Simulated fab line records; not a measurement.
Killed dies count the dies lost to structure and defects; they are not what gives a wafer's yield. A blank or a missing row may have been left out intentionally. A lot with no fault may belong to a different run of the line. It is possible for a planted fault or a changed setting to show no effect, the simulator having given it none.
A struck lot beside a sound one :: flow sky130 :: 44 steps out of a route of 708
Sound: wafers L112.1, L112.2, L112.5. The struck wafers were L121.1, L121.5, L121.6. Last of all comes the cause.
Per side, at each step with rows, come the tool, then ch with its chambers, and then its first start. Under that, the readings that differ: sound wafers :: struck wafers :: difference of the means :: sigmas: that difference in standard deviations of wafers without a fault.
alike: a reading whose means differ by less than 2 such deviations, as well as words and numbers matching on both sides. not compared: withheld readings; readings where some wafer has no value; bounds like >300 that might hide an equal value; numbers whose values overlap and for which the record gives no deviation.
A row with sigmas, a row that says differs or no value, or rows on one side alone: a step with any of these is where the two part. Numbers that have no deviation but don't overlap get no sigmas and don't part them. A reading that every wafer of one side lacks parts them only if that side has two wafers or more.

first, 2 steps without rows for these wafers: SKY_DNWELL_DEVELOP_06 (develop time 60 s); SKY_DNWELL_IMPLANT_07.
SKY_DNWELL_STRIP_08: strips in O2/N2.
  sound on plasma_asher-04 ch 0,1, day 3 17:59; struck on plasma_asher-03 ch 0,1, day 5 14:56
  alike: drypump_motor_current_A, oes_product_au, strip_time_to_endpoint_s
  not compared: rf_hours_counter_h
SKY_DNWELL_TW_MEAS_09:
  sound: film_metro-03 at day 3 18:05; struck: film_metro-04 at day 5 15:02
  alike: DNWELL_TW
then, 7 steps without rows for these wafers: SKY_PWDE_DEHYDRATE_00 (time 60 s); SKY_PWDE_HMDS_01 (prime time 60 s); SKY_PWDE_COAT_02 (resist thk 3000 nm); SKY_PWDE_SOFTBAKE_03; SKY_PWDE_EXPOSE_04 (exposes mask PWDEM, target cd 840 nm); SKY_PWDE_PEB_05; SKY_PWDE_DEVELOP_06 (develop time 60 s).
SKY_PWDE_OVL_MEAS_07:
  sound: overlay-02 at day 4 11:50; struck: overlay-02 at day 6 09:26
  alike: PWDE_OVL
SKY_PWDE_IMPLANT_08:
  sound on implanter-03 ch 0, day 4 11:52; struck on implanter-03 ch 0, day 6 09:28
reading: dose_ions_cm2
sound: 3.602e+12 3.598e+12 3.594e+12
struck: 1.235e+12 1.242e+12 1.236e+12
difference: -2.360e+12
sigmas: -99 or more

reading: faraday_current_uA
sound: 19.9 20.3 20.0
struck: 6.5 6.9 6.8
difference: -13.3
sigmas: -34
SKY_PWDE_STRIP_09: strips in O2/N2.
  sound on plasma_asher-02 ch 0,1, day 4 12:01; struck on plasma_asher-03 ch 0,1, day 6 09:37
  alike: drypump_motor_current_A, oes_product_au, strip_time_to_endpoint_s
  not compared: rf_hours_counter_h
SKY_PWDE_TW_MEAS_10:
  sound: film_metro-01 at day 4 12:07; struck: film_metro-03 at day 6 09:43
reading: PWDE_TW
sound: 370 369 370
struck: 266 268 267
difference: -103
sigmas: -20
then, 7 steps without rows for these wafers: SKY_NWELL_DEHYDRATE_03 (time 60 s); SKY_NWELL_HMDS_04 (prime time 60 s); SKY_NWELL_COAT_05 (resist thk 3000 nm); SKY_NWELL_SOFTBAKE_06; SKY_NWELL_EXPOSE_07 (exposes mask NWM, target cd 840 nm); SKY_NWELL_PEB_08; SKY_NWELL_DEVELOP_09 (develop time 60 s).
SKY_NWELL_OVL_MEAS_10:
  sound: overlay-02 at day 5 05:41; struck: overlay-01 at day 7 06:07
  alike: NWELL_00_OVL
then, 3 steps without rows for these wafers: SKY_NWELL_IMPLANT_11; SKY_NWELL_IMPLANT_12; SKY_NWELL_IMPLANT_13.
SKY_NWELL_STRIP_14: strips in O2/N2.
  sound on plasma_asher-04 ch 0,1, day 5 06:10; struck on plasma_asher-01 ch 0,1, day 7 06:35
reading: drypump_motor_current_A (A)
sound: 6.5 6.3 6.3
struck: 5.1 5.6 5.1
difference: -1.1
sigmas: -2

reading: strip_time_to_endpoint_s (s)
sound: 37.10 37.05 36.95
struck: 36.79 36.72 36.69
difference: -0.30
sigmas: -3
  alike: oes_product_au
  not compared: rf_hours_counter_h
SKY_NWELL_TW_MEAS_15:
  sound: film_metro-03 at day 5 06:16; struck: film_metro-03 at day 7 06:41
  alike: NWELL_TW
then, 7 steps without rows for these wafers: SKY_NWELL_DEHYDRATE_16 (time 60 s); SKY_NWELL_HMDS_17 (prime time 60 s); SKY_NWELL_COAT_18 (resist thk 3000 nm); SKY_NWELL_SOFTBAKE_19; SKY_NWELL_EXPOSE_20 (exposes mask NWM COMPLEMENT, target cd 840 nm); SKY_NWELL_PEB_21; SKY_NWELL_DEVELOP_22 (develop time 60 s).
SKY_NWELL_OVL_MEAS_23:
  sound: overlay-02 at day 6 00:13; struck: overlay-02 at day 8 03:32
  alike: NWELL_01_OVL
after that, 1 step had no rows for these wafers: SKY_NWELL_IMPLANT_24.
SKY_NWELL_STRIP_25: strips in O2/N2.
  sound on plasma_asher-01 ch 0,1, day 6 00:23; struck on plasma_asher-01 ch 0,1, day 8 03:43
  alike: drypump_motor_current_A, oes_product_au, strip_time_to_endpoint_s
  not compared: rf_hours_counter_h
SKY_NWELL_TW_MEAS_26:
  sound: film_metro-01 at day 6 00:29; struck: film_metro-04 at day 8 03:49
  alike: NWELL_2_TW
then, 1 step without rows for these wafers: SKY_NWELL_CLEAN_27 (cleans in SC1/SC2, time 150 s).
SKY_NWELL_RTA_28: time 30 s.
  sound on rtp_anneal-02 ch 0, day 6 00:37; struck on rtp_anneal-02 ch 0, day 8 03:56
  alike: lamp_power_pct, wafer_temp_C_max
SKY_NWELL_RS_MEAS_29: uses a four-point probe to measure.
  sound: film_metro-04 at day 6 00:43; struck: film_metro-01 at day 8 04:02
  alike: NWELL_RS
SKY_NWELL_RS_MEAS_31: uses a four-point probe to measure.
  sound: film_metro-04 at day 6 00:57; struck: film_metro-01 at day 8 04:16
reading: PWDE_RS (ohm/sq)
sound: 5253 5261 5265
struck: - - -
difference: no value on the struck wafers
sigmas: 
-- the record jumps here: 41 days lie between the struck wafers' starts before and after (it left off in module NWELL and takes up again in module PAD_OPEN, whose first step shown is number 708 of the route) --
SKY_PAD_OPEN_PROBE_99:
  sound: prober-02 at day 47 00:12; struck: prober-01 at day 49 08:47
reading: model.etest.res_p_drift_20v.line_ohm_um
sound: 1.086e+04 1.097e+04 1.117e+04
struck: 3.262e+04 3.252e+04 3.222e+04
difference: +2.145e+04
sigmas: 

reading: model.etest.res_p_drift_20v.rs_ohm_sq
sound: 9109 9357 9311
struck: 2.74e+04 2.711e+04 2.688e+04
difference: +1.79e+04
sigmas: 

reading: model.etest.res_pwde_under_gate.rs_ohm_sq
sound: 6210 6252 6230
struck: 1.924e+04 1.895e+04 1.914e+04
difference: +1.288e+04
sigmas: 
  alike: killed_at_M0_to_M3, killed_at_M4_up, killed_at_contacts, killed_at_front_end, killed_at_other, killed_dies, killed_open, killed_short

## WHERE THEY PART
First at SKY_PWDE_IMPLANT_08; last, within this record, at SKY_NWELL_RS_MEAS_31. Later steps at which nothing parts them and some readings are alike: SKY_PAD_OPEN_PROBE_99.

WHY: what the simulator had put in
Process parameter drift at SKY_PWDE_IMPLANT_08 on implanter-03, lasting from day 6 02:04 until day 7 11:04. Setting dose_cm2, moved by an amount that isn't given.
